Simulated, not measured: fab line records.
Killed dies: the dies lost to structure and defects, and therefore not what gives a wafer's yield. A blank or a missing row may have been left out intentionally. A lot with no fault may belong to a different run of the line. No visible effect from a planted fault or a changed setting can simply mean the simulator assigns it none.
Chamber matching || flow gf180mcu || 3 sister chambers for GF_MIM_CVD_05 on pecvd-01
The step deposits Si3N4, target thk 42 nm, time 29.086 s. 6 wafers are shown with their chamber, then 12 later ones without.

== EACH WAFER AND ITS CHAMBER ==
{"wafer": "L081.3", "chamber": 2, "heater power w (W)": 672}
{"wafer": "L081.4", "chamber": 2, "heater power w (W)": 683}
{"wafer": "L081.5", "chamber": 1, "heater power w (W)": 672}
{"wafer": "L087.1", "chamber": 1, "heater power w (W)": 627}
{"wafer": "L087.3", "chamber": 0, "heater power w (W)": 618}
{"wafer": "L087.5", "chamber": 0, "heater power w (W)": 641}

== WAFERS MISSING THEIR CHAMBER ==
{"wafer": "L088.1", "heater power w (W)": 733}
{"wafer": "L088.4", "heater power w (W)": 601}
{"wafer": "L088.6", "heater power w (W)": 743}
{"wafer": "L095.1", "heater power w (W)": 668}
{"wafer": "L095.2", "heater power w (W)": 689}
{"wafer": "L095.3", "heater power w (W)": 604}
{"wafer": "L096.4", "heater power w (W)": 668}
{"wafer": "L096.5", "heater power w (W)": 698}
{"wafer": "L096.6", "heater power w (W)": 623}
{"wafer": "L097.1", "heater power w (W)": 653}
{"wafer": "L097.3", "heater power w (W)": 605}
{"wafer": "L097.5", "heater power w (W)": 653}

== EACH ONE'S CHAMBER ==
{"wafer": "L088.1", "from the rows above": "can't be placed: 2 or 1", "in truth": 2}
{"wafer": "L088.4", "from the rows above": "can't be placed: 0 or 1", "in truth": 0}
{"wafer": "L088.6", "from the rows above": "can't be placed: 2 or 1", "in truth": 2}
{"wafer": "L095.1", "from the rows above": "can't be placed: 2 or 1 or 0", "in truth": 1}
{"wafer": "L095.2", "from the rows above": "can't be placed: 2 or 1", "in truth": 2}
{"wafer": "L095.3", "from the rows above": "can't be placed: 0 or 1", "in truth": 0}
{"wafer": "L096.4", "from the rows above": "can't be placed: 2 or 1 or 0", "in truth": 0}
{"wafer": "L096.5", "from the rows above": "can't be placed: 2 or 1", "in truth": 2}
{"wafer": "L096.6", "from the rows above": "can't be placed: 0 or 1", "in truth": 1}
{"wafer": "L097.1", "from the rows above": "can't be placed: 1 or 0 or 2", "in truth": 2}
{"wafer": "L097.3", "from the rows above": "can't be placed: 0 or 1", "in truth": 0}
{"wafer": "L097.5", "from the rows above": "can't be placed: 1 or 0 or 2", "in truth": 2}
0 of 12 placed correctly. Cannot be placed on the basis of these rows: 12; the candidates contain the true chamber in 12. Wrongly placed: 0.
How it was worked out, from the rows above alone: a wafer's distance from a chamber is the root of the sum, over the readings, of the square of ((its reading less the chamber's mean) divided by the reading's scatter). The wafer belongs to the nearest chamber; if the next one is less than 2 further off, it can't be placed. Each chamber's mean is taken over the wafers shown for it. The scatter: the root of (the sum of the squares of (reading less its chamber's mean) over the shown wafers, divided by (wafers less chambers)).
